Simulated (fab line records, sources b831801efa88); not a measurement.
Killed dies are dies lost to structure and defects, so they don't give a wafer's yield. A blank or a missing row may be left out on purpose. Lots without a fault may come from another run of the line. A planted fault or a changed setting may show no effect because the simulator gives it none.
Which tool did it? | flow sky130 | 14 lots, 42 wafers sampled, at 2 steps of a route of 708

WHAT THE GAUGES READ, wafer by wafer
SKY_VT_ADJUST_NCORE_CD_MEAS_07: target cd 380 nm. Usual: cd_nm 380.4 nm, standard deviation 2.2.
lot  | measured     | on        | cd_nm (nm)        | flag
L599 | day 8 15:20  | cd_sem-02 | 378.2 379.6 380.4 |
L600 | day 8 17:54  | cd_sem-01 | 381.4 381.0 382.1 |
L604 | day 9 22:57  | cd_sem-01 | 379.9 379.0 378.7 |
L606 | day 10 14:52 | cd_sem-02 | 377.1 377.1 377.1 |
L607 | day 10 21:43 | cd_sem-02 | 383.1 381.3 397.6 | OFF
L610 | day 11 16:03 | cd_sem-02 | 394.9 380.1 396.0 | OFF
L613 | day 12 12:31 | cd_sem-02 | 380.6 381.1 381.8 |
L614 | day 12 23:00 | cd_sem-02 | 376.2 378.8 378.9 |
L615 | day 13 03:49 | cd_sem-01 | 382.2 383.8 384.7 |
L617 | day 13 20:37 | cd_sem-01 | 380.7 382.6 381.6 |
L619 | day 14 09:15 | cd_sem-02 | 380.8 379.9 379.3 |
L620 | day 14 17:49 | cd_sem-02 | 377.3 379.9 376.5 |
L621 | day 15 01:31 | cd_sem-01 | 381.2 379.3 381.3 |
L622 | day 16 04:03 | cd_sem-01 | 374.7 377.4 378.1 |

WHICH TOOL RAN EACH LOT (tool, then ch and the chambers of the sampled wafers, then the start)
lot  | SKY_VT_ADJUST_NCORE_DEVELOP_06
L599 | litho_track-01 ch 0, day 8 15:11
L600 | litho_track-03 ch 0, day 8 17:45
L604 | litho_track-02 ch 0, day 9 22:48
L606 | litho_track-03 ch 0, day 10 14:43
L607 | litho_track-02 ch 0, day 10 21:35
L610 | litho_track-02 ch 0, day 11 15:54
L613 | litho_track-03 ch 0, day 12 12:22
L614 | litho_track-03 ch 0, day 12 22:51
L615 | litho_track-03 ch 0, day 13 03:39
L617 | litho_track-01 ch 0, day 13 20:28
L619 | litho_track-02 ch 0, day 14 09:06
L620 | litho_track-01 ch 0, day 14 17:40
L621 | litho_track-02 ch 0, day 15 01:23
L622 | litho_track-02 ch 0, day 16 03:54
- SKY_VT_ADJUST_NCORE_DEVELOP_06: develop time 60 s.

WHAT THE TOOLS THEMSELVES READ (means of the sampled wafers that have a number; where no wafer has one, the mark that the record gives instead)
The record holds no such reading with a usual standard deviation.

THE ANSWER, worked out from the rows above alone
Rule: a lot is off if the mean of its wafers that have a number lies more than 3 standard deviations from the usual mean. A lot without any number at a reading at which 4 lots or more have one is off too. The other lots that the step has rows for count as sound. The gauges are gone through in route order, then the tools' own readings, and for those a lot's mean is taken as printed above. The first step at which some lot is off is used, and at that step the reading that is off furthest; a lot without a number counts as furthest.
Off: L607, L610, at SKY_VT_ADJUST_NCORE_CD_MEAS_07 (cd_nm).
A tool fits if, at a process step before that reading, it ran every lot that is off, and no sound lot after the first of them. The gauges at SKY_VT_ADJUST_NCORE_CD_MEAS_07 are tried like those tools. None of those tried fits.

WHAT THE SIMULATOR HAD PUT IN
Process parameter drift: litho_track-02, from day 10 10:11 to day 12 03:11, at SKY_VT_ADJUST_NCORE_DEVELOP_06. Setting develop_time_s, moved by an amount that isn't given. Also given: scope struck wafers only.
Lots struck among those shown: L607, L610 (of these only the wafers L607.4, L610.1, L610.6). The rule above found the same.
